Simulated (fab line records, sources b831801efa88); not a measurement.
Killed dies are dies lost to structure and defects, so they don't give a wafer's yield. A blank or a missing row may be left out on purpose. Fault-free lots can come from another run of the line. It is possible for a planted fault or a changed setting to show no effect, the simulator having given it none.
Which tool is to blame? -- flow sky130 -- 18 wafers from 6 lots sampled at 2 of the route's 708 steps

## WHAT THE GAUGES READ, wafer by wafer
SKY_GATE_OXIDE_OVL_MEAS_10.
lot,measured,on,GATE_OXIDE_OVL (nm)
L212,day 14 07:17,overlay-02,-1.2 0.3 -1.5
L215,day 14 23:35,overlay-02,-93.3 -93.1 -92.3
L218,day 16 05:28,overlay-02,-92.0 -92.7 -92.5
L223,day 18 00:55,overlay-02,0.6 1.6 0.6
L229,day 19 22:50,overlay-02,-0.2 0.9 2.3
L232,day 21 02:56,overlay-02,1.4 1.3 0.2

## TOOL THAT RAN EACH LOT (tool first, then ch and the chambers of the sampled wafers, then the start)
lot,SKY_GATE_OXIDE_EXPOSE_07
L212,"iline stepper-01 ch 0, day 13 17:55"
L215,"iline stepper-01 ch 0, day 14 10:32"
L218,"iline stepper-01 ch 0, day 15 16:00"
L223,"iline stepper-02 ch 0, day 17 10:23"
L229,"iline stepper-02 ch 0, day 19 07:37"
L232,"iline stepper-02 ch 0, day 20 11:34"
- SKY_GATE_OXIDE_EXPOSE_07: exposes mask LVOM, target cd 600 nm.

## THE ANSWER, worked out from the rows above alone
Rule: the usual values come from the lots themselves. Put in order of their means at a reading, lots are off if they are a third of the lots or fewer, leave a main group of 4 or more, and stand apart from it by a gap of 3 or more times the standard deviation of the main group's means; of several such gaps the widest counts. A main group whose means are all the same, to the digits that the tables above print for the reading, isn't used. Also off: a lot with no number at a reading for which 4 or more lots have one. Any other lot the step has rows for is counted as sound.
Off: at SKY_GATE_OXIDE_OVL_MEAS_10 (GATE_OXIDE_OVL), L215, L218. For the main group the mean is 0.5 nm and the standard deviation 0.77.
A tool fits if, at a process step before that reading, it ran every lot that is off, and no sound lot after the first of them. The gauges at SKY_GATE_OXIDE_OVL_MEAS_10 are tried like those tools. One candidate fits, namely iline stepper-01 at SKY_GATE_OXIDE_EXPOSE_07. A fault onset in the window from L212 (day 13 17:55, its last sound lot) to L215 (day 14 10:32, its first lot off) fits.

## WHAT WAS PUT IN BY THE SIMULATOR
Scanner matching overlay: iline stepper-01, from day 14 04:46 on, at SKY_GATE_OXIDE_EXPOSE_07. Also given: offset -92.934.
Shown lots that were struck: L215, L218. Same finding as the rule above.
